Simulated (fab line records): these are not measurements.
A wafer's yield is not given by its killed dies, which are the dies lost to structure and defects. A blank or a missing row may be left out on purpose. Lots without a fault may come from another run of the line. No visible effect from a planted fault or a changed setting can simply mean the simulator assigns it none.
A sampling plan put to the test + flow sky130 + one fab line, 13 faults that these records tell of, each judged on the records of the lots that it struck
The plan consists of the line's own looks: route steps at which the wafer is read by a gauge or an inspection but not changed. A look can be judged if struck wafers have a number there and the file gives its usual mean and standard deviation on fault-free wafers. Caught: at a look after the fault's first step, the mean of the struck wafers lies 4 or more of those standard deviations (sigma) from the usual mean. On the tool: the fault's steps, tested the same way using the tool's own readings. A different recipe on the struck wafers counts as caught too, as does a record blank only for those wafers.

## THE FAULTS, as the simulator had put them in
1. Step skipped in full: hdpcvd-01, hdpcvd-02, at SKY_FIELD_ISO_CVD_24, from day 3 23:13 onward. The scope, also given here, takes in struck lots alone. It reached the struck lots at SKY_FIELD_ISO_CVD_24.
2. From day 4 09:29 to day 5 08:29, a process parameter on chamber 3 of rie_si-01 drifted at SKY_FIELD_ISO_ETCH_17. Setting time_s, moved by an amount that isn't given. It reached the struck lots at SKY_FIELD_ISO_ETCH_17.
3. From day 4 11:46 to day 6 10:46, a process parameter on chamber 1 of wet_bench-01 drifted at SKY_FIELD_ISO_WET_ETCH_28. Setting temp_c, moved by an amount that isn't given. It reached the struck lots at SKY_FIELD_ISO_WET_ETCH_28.
4. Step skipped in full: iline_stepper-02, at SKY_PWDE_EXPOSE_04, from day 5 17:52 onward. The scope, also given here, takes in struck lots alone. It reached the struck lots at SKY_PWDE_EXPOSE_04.
5. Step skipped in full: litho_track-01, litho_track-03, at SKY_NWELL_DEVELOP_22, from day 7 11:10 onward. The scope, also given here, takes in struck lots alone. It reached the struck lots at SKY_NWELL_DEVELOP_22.
6. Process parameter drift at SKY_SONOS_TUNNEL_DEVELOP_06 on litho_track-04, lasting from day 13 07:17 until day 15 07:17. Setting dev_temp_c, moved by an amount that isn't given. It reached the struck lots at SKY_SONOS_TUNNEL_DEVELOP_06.
7. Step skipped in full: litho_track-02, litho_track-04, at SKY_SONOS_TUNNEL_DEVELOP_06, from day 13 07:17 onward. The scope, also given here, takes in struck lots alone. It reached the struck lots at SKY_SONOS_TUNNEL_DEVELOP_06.
8. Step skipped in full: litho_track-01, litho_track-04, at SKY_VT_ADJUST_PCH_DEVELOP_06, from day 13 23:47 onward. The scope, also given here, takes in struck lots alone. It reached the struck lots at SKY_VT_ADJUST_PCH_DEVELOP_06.
9. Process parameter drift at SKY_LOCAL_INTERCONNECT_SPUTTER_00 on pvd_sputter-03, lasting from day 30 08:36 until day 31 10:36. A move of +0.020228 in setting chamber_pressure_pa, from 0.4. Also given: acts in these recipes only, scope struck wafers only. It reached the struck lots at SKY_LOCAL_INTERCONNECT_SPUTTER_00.
10. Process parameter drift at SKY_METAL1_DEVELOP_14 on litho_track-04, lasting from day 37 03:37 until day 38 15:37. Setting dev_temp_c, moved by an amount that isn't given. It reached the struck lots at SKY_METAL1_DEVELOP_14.
11. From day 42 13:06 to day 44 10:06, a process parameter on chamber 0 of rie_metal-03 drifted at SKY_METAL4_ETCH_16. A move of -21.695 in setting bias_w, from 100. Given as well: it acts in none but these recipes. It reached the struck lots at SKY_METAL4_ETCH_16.
12. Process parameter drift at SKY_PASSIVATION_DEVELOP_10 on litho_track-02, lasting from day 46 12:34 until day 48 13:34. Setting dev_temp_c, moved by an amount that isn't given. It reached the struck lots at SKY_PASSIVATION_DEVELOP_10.
13. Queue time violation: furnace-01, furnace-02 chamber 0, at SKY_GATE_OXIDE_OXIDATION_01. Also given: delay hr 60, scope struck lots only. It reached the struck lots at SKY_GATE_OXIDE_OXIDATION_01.

## WHAT THE PLAN SAW
| fault | on the tool itself                               | first look that catches it                      | reading, sigma | median hours from its first step to that look | hours from the fault's start to the first struck lot there | judged looks passed uncaught |
|-------|--------------------------------------------------|-------------------------------------------------|----------------|-----------------------------------------------|------------------------------------------------------------|------------------------------|
| 1     | the tool's record is blank for the struck wafers | no look after it can be judged                  | -              | -                                             | -                                                          | 0                            |
| 2     | run_length_s -21 sigma                           | not the one look that can be judged after it    | -              | -                                             | -                                                          | 1                            |
| 3     | temp_c +99 or beyond sigma                       | none of the 2 looks that can be judged after it | -              | -                                             | -                                                          | 2                            |
| 4     | no reading that can be judged                    | not the one look that can be judged after it    | -              | -                                             | -                                                          | 1                            |
| 5     | the tool's record is blank for the struck wafers | no look after it can be judged                  | -              | -                                             | -                                                          | 0                            |
| 6     | developer_temp_C -8.8 sigma                      | no look after it can be judged                  | -              | -                                             | -                                                          | 0                            |
| 7     | the tool's record is blank for the struck wafers | no look after it can be judged                  | -              | -                                             | -                                                          | 0                            |
| 8     | the tool's record is blank for the struck wafers | not the one look that can be judged after it    | -              | -                                             | -                                                          | 1                            |
| 9     | chamber_pressure_pa +24 sigma                    | no look after it can be judged                  | -              | -                                             | -                                                          | 0                            |
| 10    | developer_temp_C -5.5 sigma                      | no look after it can be judged                  | -              | -                                             | -                                                          | 0                            |
| 11    | bias_w -86 sigma                                 | no look after it can be judged                  | -              | -                                             | -                                                          | 0                            |
| 12    | developer_temp_C -7.8 sigma                      | no look after it can be judged                  | -              | -                                             | -                                                          | 0                            |
| 13    | under 2 sigma                                    | not the one look that can be judged after it    | -              | -                                             | -                                                          | 1                            |
Dash: fault not caught, or number not given in these records.

Caught at a look: 0 of 13. Caught on the tool: 11 of 13. By one or the other: 11 of 13.
Faults 1, 2, 3, 5, 6, 7, 8, 9, 10, 11, 12 were caught on the tool alone.
Caught by neither: faults 4, 13.
